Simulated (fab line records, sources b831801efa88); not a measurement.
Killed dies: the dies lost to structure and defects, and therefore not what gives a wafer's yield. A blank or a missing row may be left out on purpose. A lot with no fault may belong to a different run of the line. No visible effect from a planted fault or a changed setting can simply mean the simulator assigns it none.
What tool caused it? :: flow sky130 :: 33 wafers from 11 lots sampled at 6 of the route's 708 steps

== WHAT EACH GAUGE READ, for each wafer ==
SKY_VIA2_RS_MEAS_22: measurement is done with a four-point probe.
lot: L450
measured: day 38 06:58
on: film metro-03
VIA2_W_RS (ohm/sq): 0.2724 0.2717 0.2724

lot: L453
measured: day 38 21:14
on: film metro-04
VIA2_W_RS (ohm/sq): 0.2726 0.2717 0.2683

lot: L456
measured: day 39 07:29
on: film metro-03
VIA2_W_RS (ohm/sq): 0.2710 0.2726 0.2696

lot: L455
measured: day 39 09:19
on: film metro-03
VIA2_W_RS (ohm/sq): 0.2785 0.2720 0.2752

lot: L457
measured: day 40 01:03
on: film metro-03
VIA2_W_RS (ohm/sq): 0.2683 0.2726 0.2706

lot: L458
measured: day 40 05:08
on: film metro-04
VIA2_W_RS (ohm/sq): 0.2677 0.2663 0.2704

lot: L462
measured: day 41 06:22
on: film metro-03
VIA2_W_RS (ohm/sq): 0.2721 0.2733 0.2738

lot: L461
measured: day 41 09:21
on: film metro-03
VIA2_W_RS (ohm/sq): 0.2730 0.2715 0.2704

lot: L463
measured: day 41 10:35
on: film metro-04
VIA2_W_RS (ohm/sq): 0.2693 0.2723 0.2668

lot: L464
measured: day 41 23:06
on: film metro-03
VIA2_W_RS (ohm/sq): 0.2746 0.2736 0.2728

lot: L465
measured: day 42 01:47
on: film metro-04
VIA2_W_RS (ohm/sq): 0.2737 0.2751 0.2706

SKY_CAPM_RS_MEAS_03: measurement is done with a four-point probe.
lot: L450
measured: day 38 07:47
on: film metro-03
CAPM_TIN_RS (ohm/sq): 7.01 6.98 7.05

lot: L453
measured: day 38 22:07
on: film metro-03
CAPM_TIN_RS (ohm/sq): 6.94 6.69 6.88

lot: L456
measured: day 39 08:20
on: film metro-02
CAPM_TIN_RS (ohm/sq): 7.04 6.91 6.87

lot: L455
measured: day 39 10:10
on: film metro-01
CAPM_TIN_RS (ohm/sq): 7.01 7.10 6.99

lot: L457
measured: day 40 01:53
on: film metro-02
CAPM_TIN_RS (ohm/sq): 6.93 7.02 6.98

lot: L458
measured: day 40 05:57
on: film metro-01
CAPM_TIN_RS (ohm/sq): 6.89 6.99 6.94

lot: L462
measured: day 41 07:13
on: film metro-02
CAPM_TIN_RS (ohm/sq): 6.91 6.94 6.79

lot: L461
measured: day 41 10:13
on: film metro-02
CAPM_TIN_RS (ohm/sq): 6.87 6.81 7.06

lot: L463
measured: day 41 11:44
on: film metro-03
CAPM_TIN_RS (ohm/sq): 7.10 7.07 7.02

lot: L464
measured: day 41 23:56
on: film metro-01
CAPM_TIN_RS (ohm/sq): 7.00 6.83 7.00

lot: L465
measured: day 42 02:45
on: film metro-01
CAPM_TIN_RS (ohm/sq): 6.75 4.40 6.93

SKY_CAPM_THK_MEAS_04: measures by xrf.
lot: L450
measured: day 38 07:55
on: film metro-03
CAPM_TIN_THK (nm): 200 200 197

lot: L453
measured: day 38 22:14
on: film metro-03
CAPM_TIN_THK (nm): 201 208 202

lot: L456
measured: day 39 08:27
on: film metro-02
CAPM_TIN_THK (nm): 198 202 204

lot: L455
measured: day 39 10:17
on: film metro-01
CAPM_TIN_THK (nm): 197 196 198

lot: L457
measured: day 40 01:59
on: film metro-02
CAPM_TIN_THK (nm): 202 199 200

lot: L458
measured: day 40 06:04
on: film metro-01
CAPM_TIN_THK (nm): 202 197 199

lot: L462
measured: day 41 07:19
on: film metro-02
CAPM_TIN_THK (nm): 201 200 204

lot: L461
measured: day 41 10:20
on: film metro-02
CAPM_TIN_THK (nm): 201 204 197

lot: L463
measured: day 41 11:50
on: film metro-03
CAPM_TIN_THK (nm): 197 197 199

lot: L464
measured: day 42 00:03
on: film metro-01
CAPM_TIN_THK (nm): 197 202 196

lot: L465
measured: day 42 02:51
on: film metro-01
CAPM_TIN_THK (nm): 203 309 198

SKY_CAPM_OVL_MEAS_12.
lot: L450
measured: day 39 09:40
on: overlay-02
CAPM_OVL (nm): -3.4 -2.4 -2.5

lot: L453
measured: day 40 00:02
on: overlay-02
CAPM_OVL (nm): -1.6 -2.5 -1.9

lot: L456
measured: day 40 09:46
on: overlay-02
CAPM_OVL (nm): -0.5 -1.6 -0.8

lot: L455
measured: day 40 11:35
on: overlay-01
CAPM_OVL (nm): -1.3 -1.5 -2.4

lot: L457
measured: day 41 02:44
on: overlay-02
CAPM_OVL (nm): -1.2 -1.5 -0.7

lot: L458
measured: day 41 05:38
on: overlay-02
CAPM_OVL (nm): -0.2 0.6 1.2

lot: L462
measured: day 42 07:14
on: overlay-01
CAPM_OVL (nm): 0.6 0.2 1.8

lot: L461
measured: day 42 09:47
on: overlay-02
CAPM_OVL (nm): 0.6 -1.0 2.2

lot: L463
measured: day 42 12:11
on: overlay-02
CAPM_OVL (nm): -2.6 -1.6 -2.4

lot: L464
measured: day 42 23:23
on: overlay-01
CAPM_OVL (nm): 1.7 1.1 1.4

lot: L465
measured: day 43 02:14
on: overlay-02
CAPM_OVL (nm): -3.3 0.1 -2.7

== WHICH TOOL RAN EACH LOT (tool, then ch and the chambers of the sampled wafers, then the start) ==
lot: L450
SKY_VIA2_SPUTTER_20: pvd sputter-02, day 38 06:46
SKY_CAPM_SPUTTER_02: pvd sputter-04, day 38 07:41

lot: L453
SKY_VIA2_SPUTTER_20: pvd sputter-03, day 38 21:03
SKY_CAPM_SPUTTER_02: pvd sputter-01, day 38 22:00

lot: L456
SKY_VIA2_SPUTTER_20: pvd sputter-02, day 39 07:17
SKY_CAPM_SPUTTER_02: pvd sputter-02, day 39 08:13

lot: L455
SKY_VIA2_SPUTTER_20: pvd sputter-03, day 39 09:07
SKY_CAPM_SPUTTER_02: pvd sputter-04, day 39 10:02

lot: L457
SKY_VIA2_SPUTTER_20: pvd sputter-02, day 40 00:50
SKY_CAPM_SPUTTER_02: pvd sputter-04, day 40 01:45

lot: L458
SKY_VIA2_SPUTTER_20: pvd sputter-02, day 40 04:55
SKY_CAPM_SPUTTER_02: pvd sputter-04, day 40 05:49

lot: L462
SKY_VIA2_SPUTTER_20: pvd sputter-02, day 41 06:08
SKY_CAPM_SPUTTER_02: pvd sputter-01, day 41 07:04

lot: L461
SKY_VIA2_SPUTTER_20: pvd sputter-02, day 41 09:10
SKY_CAPM_SPUTTER_02: pvd sputter-01, day 41 10:06

lot: L463
SKY_VIA2_SPUTTER_20: pvd sputter-02, day 41 10:20
SKY_CAPM_SPUTTER_02: pvd sputter-04, day 41 11:35

lot: L464
SKY_VIA2_SPUTTER_20: pvd sputter-04, day 41 22:55
SKY_CAPM_SPUTTER_02: pvd sputter-04, day 41 23:49

lot: L465
SKY_VIA2_SPUTTER_20: pvd sputter-02, day 42 01:34
SKY_CAPM_SPUTTER_02: pvd sputter-04, day 42 02:36
- SKY_VIA2_SPUTTER_20: material TiN, target thk 20 nm, time 80 s.
- SKY_CAPM_SPUTTER_02: material TiN, target thk 200 nm, time 166.7 s.

== WHAT THE TOOLS THEMSELVES READ (means of the sampled wafers that have a number; where no wafer has one, the mark that the record gives instead) ==
SKY_VIA2_SPUTTER_20.
lot: L450
tool: pvd sputter-02
throttle valve pct (%): 30.1

lot: L453
tool: pvd sputter-03
throttle valve pct (%): 29.4

lot: L456
tool: pvd sputter-02
throttle valve pct (%): 29.8

lot: L455
tool: pvd sputter-03
throttle valve pct (%): 29.5

lot: L457
tool: pvd sputter-02
throttle valve pct (%): 30.5

lot: L458
tool: pvd sputter-02
throttle valve pct (%): 31.3

lot: L462
tool: pvd sputter-02
throttle valve pct (%): 30.8

lot: L461
tool: pvd sputter-02
throttle valve pct (%): 31.5

lot: L463
tool: pvd sputter-02
throttle valve pct (%): 30.4

lot: L464
tool: pvd sputter-04
throttle valve pct (%): 29.9

lot: L465
tool: pvd sputter-02
throttle valve pct (%): 30.0

SKY_CAPM_SPUTTER_02.
lot: L450
tool: pvd sputter-04
throttle valve pct (%): 29.3

lot: L453
tool: pvd sputter-01
throttle valve pct (%): 31.3

lot: L456
tool: pvd sputter-02
throttle valve pct (%): 29.6

lot: L455
tool: pvd sputter-04
throttle valve pct (%): 30.0

lot: L457
tool: pvd sputter-04
throttle valve pct (%): 30.1

lot: L458
tool: pvd sputter-04
throttle valve pct (%): 30.1

lot: L462
tool: pvd sputter-01
throttle valve pct (%): 30.7

lot: L461
tool: pvd sputter-01
throttle valve pct (%): 30.6

lot: L463
tool: pvd sputter-04
throttle valve pct (%): 30.1

lot: L464
tool: pvd sputter-04
throttle valve pct (%): 30.5

lot: L465
tool: pvd sputter-04
throttle valve pct (%): 29.9

== THE ANSWER, worked out from the rows above alone ==
Rule: what is usual is taken from the lots themselves. The widest of any qualifying gaps counts: lots, ordered by their means at a reading, are off when they make up no more than a third of the lots, leave a main group of 4 or more, and stand apart from it by 3 or more times the standard deviation of that group's means. The tables above print the reading to a certain number of digits; a main group whose means all agree to those digits is not used. A lot without any number at a reading at which 4 lots or more have one is off too. All remaining lots with rows at the step are treated as sound. The gauges are gone through in route order, then the tools' own readings, and for those a lot's mean is taken as printed above. The first step at which some lot is off is used, and at that step the reading that is off furthest; a lot without a number counts as furthest.
Off: L465, seen at SKY_CAPM_RS_MEAS_03 (CAPM_TIN_RS). Main group: mean 6.95 ohm/sq, sd 0.066.
If a tool, at a process step before that reading, ran all the lots that are off and no sound lot after the first of them, it fits. Those tools and the gauges at SKY_CAPM_RS_MEAS_03 are tried in the same way. Can't be told from this: 3 tools fit, pvd sputter-02 at SKY_VIA2_SPUTTER_20, pvd sputter-04 at SKY_CAPM_SPUTTER_02, film metro-01 at SKY_CAPM_RS_MEAS_03.

== WHAT THE SIMULATOR HAD INSERTED ==
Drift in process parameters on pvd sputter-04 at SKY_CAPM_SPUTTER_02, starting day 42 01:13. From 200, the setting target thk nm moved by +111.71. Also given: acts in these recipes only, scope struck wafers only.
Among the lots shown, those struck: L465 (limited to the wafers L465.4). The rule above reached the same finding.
